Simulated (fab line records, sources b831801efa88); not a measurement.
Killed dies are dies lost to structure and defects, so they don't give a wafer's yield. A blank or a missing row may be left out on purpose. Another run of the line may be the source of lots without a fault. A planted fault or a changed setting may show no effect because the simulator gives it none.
2 desks, one fault :: flow sky130 :: only its own numbers are on each desk; what lay behind them is given at the end

== THE METROLOGY DESK ==
What the gauges read, lot by lot, whatever tool the lot ran on: means of the sampled wafers that have a number. If a lot's mean is further than 4 standard deviations from the usual mean, the lot is out of limits and carries the mark OUT (the distance appears in the brackets).
Columns: A = LDD_P_OVL at SKY_LDD_P_OVL_MEAS_08, usual 0.2 nm; B = LDD_HVP_OVL at SKY_LDD_HVP_OVL_MEAS_07, usual 1.6 nm; C = LDD_LDN_TW at SKY_LDD_LDN_TW_MEAS_13, usual 1492
lot: L990
first seen here: day 19 07:48
A: 0.4
B: 3.7
C: 1494

lot: L991
first seen here: day 19 13:52
A: 1.8
B: 2.2
C: 1493

lot: L992
first seen here: day 20 04:28
A: 0.0
B: 2.9
C: 1485

lot: L993
first seen here: day 20 11:52
A: 0.8
B: 0.1
C: 1492

lot: L995
first seen here: day 21 07:38
A: 0.1
B: 0.3
C: 1493

lot: L996
first seen here: day 21 16:46
A: 2.5
B: 1.4
C: 1364 (-9.8) OUT

lot: L997
first seen here: day 22 03:46
A: -0.6
B: 2.7
C: 1366 (-9.7) OUT

lot: L106
first seen here: day 25 04:23
A: -0.2
B: 5.7
C: 1505

lot: L107
first seen here: day 25 14:46
A: 0.5
B: 1.7
C: 1503

lot: L108
first seen here: day 25 20:07
A: 0.2
B: -1.1
C: 1501

lot: L109
first seen here: day 26 03:02
A: 1.1
B: 2.4
C: 1463

lot: L110
first seen here: day 26 13:38
A: -1.3
B: -2.5
C: 1495

lot: L111
first seen here: day 26 20:16
A: 1.9
B: 1.9
C: 1495

lot: L112
first seen here: day 27 23:28
A: -0.5
B: 0.5
C: 1504
Finding of this desk: L996, L997 out of limits, first seen on L996 at day 25 11:35 (LDD_LDN_TW at SKY_LDD_LDN_TW_MEAS_13). Within limits: L990, L991, L992, L993, L995, L106, L107, L108, L109, L110, L111, L112.

== DESK OF THE TOOL OWNER: implanter-03 ==
The tool's own readings at SKY_LDD_LDN_IMPLANT_10, given as means over the sampled wafers that have a number, one for each lot that went through this tool. If a lot's mean is further than 4 standard deviations from the usual mean, the lot is out of limits and carries the mark OUT (the distance appears in the brackets).
Columns: A = beam-energy-keV at SKY_LDD_LDN_IMPLANT_10, usual 14.999; B = beam-on-s at SKY_LDD_LDN_IMPLANT_10, usual 10.01 s
lot: L990
first seen here: day 23 02:58
A: 15.001
B: 10.06

lot: L991
first seen here: day 23 10:23
A: 15.005
B: 9.97

lot: L995
first seen here: day 25 02:07
A: 15.001
B: 10.12

lot: L106
first seen here: day 28 18:56
A: 15.001
B: 10.08

lot: L110
first seen here: day 30 02:30
A: 15.000
B: 10.11
This desk's verdict: no lot among the 5 shows anything out of limits.

== BROUGHT TOGETHER ==
At day 25 11:35 the metrology desk could have sounded an alarm, on L996, L997.
The tool owner's desk saw nothing out of limits.
The tool owner's desk has no number on record for L996, L997.
The lots listed all ran SKY_LDD_LDN_IMPLANT_10 on implanter-03.

== WHAT HAD BEEN PUT IN BY THE SIMULATOR ==
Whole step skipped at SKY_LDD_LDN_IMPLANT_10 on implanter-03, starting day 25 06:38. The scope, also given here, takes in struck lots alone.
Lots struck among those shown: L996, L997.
Per desk, hours elapsed from the start of the fault to the first reading out of limits: for the metrology desk, 5.
